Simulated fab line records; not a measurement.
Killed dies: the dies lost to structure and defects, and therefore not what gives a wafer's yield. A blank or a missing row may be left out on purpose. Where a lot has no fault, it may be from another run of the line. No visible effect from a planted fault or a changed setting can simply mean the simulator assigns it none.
Chamber matching ; flow sky130 ; SKY_VIA1_CMP_24 on cmp-01: 4 sister chambers
The step polishes, stops on SiO2, t overpolish 15 s, target thk 0 nm. 4 wafers are shown with their chamber, then 9 later ones without.

== WAFERS, EACH WITH ITS CHAMBER ==
wafer;chamber;motor_current_A (A)
L736.2;1;12.6
L736.3;2;11.3
L740.3;0;11.2
L741.3;3;10.0

== WAFERS MISSING THEIR CHAMBER ==
wafer;motor_current_A (A)
L750.2;11.1
L750.4;10.3
L750.5;10.9
L751.2;11.3
L751.4;12.2
L751.5;12.4
L752.1;10.5
L752.3;10.2
L752.6;10.3

== CHAMBER TAKEN BY EACH ==
wafer;from the rows above;in truth
L750.2;can't be placed: 0 or 2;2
L750.4;3;3
L750.5;can't be placed: 0 or 2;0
L751.2;can't be placed: 2 or 0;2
L751.4;can't be placed: 1 or 2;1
L751.5;1;1
L752.1;can't be placed: 3 or 0 or 2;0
L752.3;3;3
L752.6;3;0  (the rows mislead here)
Correctly placed: 3 of 9. Not placeable from these rows: 5 (in 5, the candidates include the true chamber). 1 placed wrongly.
How it was worked out, from the rows above alone: a wafer's distance from a chamber is the root of the sum, over the readings, of the square of ((its reading less the chamber's mean) divided by the reading's scatter). If the next closest chamber is less than 2 further off than the closest, the wafer can't be placed; otherwise it belongs to the closest. For every chamber, the mean is computed from those of its wafers that are shown. The scatter: with one shown wafer a chamber, the root of the mean of the squares of how far each hidden wafer lies from its nearest shown one.
